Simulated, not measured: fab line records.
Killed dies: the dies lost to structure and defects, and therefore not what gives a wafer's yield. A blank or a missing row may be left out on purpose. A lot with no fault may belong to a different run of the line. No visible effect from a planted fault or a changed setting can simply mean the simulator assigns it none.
8D (eight disciplines) problem report, filled in by code | flow gf180mcu | the parts of the form that need people (team, actions taken, sign-off) are left out

== 1. PROBLEM STATEMENT ==
Mean of cd_nm at GF_POLY_GATE_CD_MEAS_10: 272.7 nm across 6 wafers in 2 lots; on wafers with no fault it is 279.7 nm (standard deviation 1.3). Measured from the usual mean, that is -5.4 standard deviations.
The step: target cd 280 nm.
Earliest sighting: wafer L643.1 on cd_sem-02 at day 12 00:35. The record has a number at this step for 39 wafers belonging to 13 lots. Rule for "out" (also "out of limits"): further than 4 standard deviations from the usual mean. Any other wafer with a number is counted as sound.

== 2. WHAT IT IS, WHAT IT ISN'T ==
question                    | is                     | is not
which readings at this step | cd_nm                  | -
which lots                  | L643, L645             | L633, L634, L635, L636, L637, L648, L649, L651, L653, L655, L656
which wafers of those lots  | all that have a number | -
read on which gauges        | cd_sem-01, cd_sem-02   | -
when                        | from day 12 00:35      | up to then (15 sound wafers); but 18 sound wafers of L648, L649, L651, L653, L655, L656 came after

== 3. WHAT RULES OUT EACH SUSPECT ==
Counting: a tool at any process step up to the reading remains a suspect when it ran all the lots that are out and ran no sound lot after the first of those.
- the gauge at GF_POLY_GATE_CD_MEAS_10 is ruled out. The wafers that are out were read on 2 gauges (cd_sem-01, cd_sem-02).
- litho_track-02 at GF_POLY_GATE_SOFTBAKE_06 (time 60 s): ruled out as a lasting fault. Following L643 (day 11 14:00), the first lot on it that is out, the sound lots L656 were run on it.
Left after counting: nothing in the record.

== 4. THE CAUSE (what the simulator had put in) ==
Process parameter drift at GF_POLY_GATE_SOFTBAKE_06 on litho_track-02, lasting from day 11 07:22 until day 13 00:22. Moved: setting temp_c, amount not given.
It was ruled out by counting, in error; the rule expects a fault to strike all lots run on its tool from its start on, and this fault did not.

== 5. THE CHAIN OF EFFECTS, in route order ==
Rows list readings where the struck wafers' mean (over those with a number) sits beyond 3 standard deviations from the usual. Only readings for which the record gives a usual standard deviation are gone through. hours: the time from each lot's start at the first step in this table that gives one to its start at this step, as a median over the lots. sigmas: the change in usual standard deviations.
hours | step                     | reading              | usual    | on struck wafers | change | sigmas
0     | GF_POLY_GATE_SOFTBAKE_06 | heater_power_total_W | 93.05 W  | 95.48            | +2.43  | +46
0     | GF_POLY_GATE_SOFTBAKE_06 | plate_temp_C         | 130.00 C | 132.64           | +2.64  | +20
11    | GF_POLY_GATE_CD_MEAS_10  | cd_nm                | 279.7 nm | 272.7            | -7.0   | -5.4
The process steps in it:
- GF_POLY_GATE_SOFTBAKE_06: time 60 s.
Later steps that measure or inspect, where all struck wafers having a row at the step show a number for every such reading and not one has moved that far: GF_HV_LDD_CD_MEAS_07.

== 6. WHAT WOULD HAVE CAUGHT IT SOONER ==
Counted from the fault's start at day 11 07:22, it took 17 hours until the first out-of-limits reading at a measuring or inspecting step in this record, taken at day 12 00:35.
At GF_POLY_GATE_SOFTBAKE_06, the tool's own readings (heater_power_total_W, plate_temp_C) were out on each struck wafer the step has a row for, so an alarm limit on them would have fired on the first such wafer.
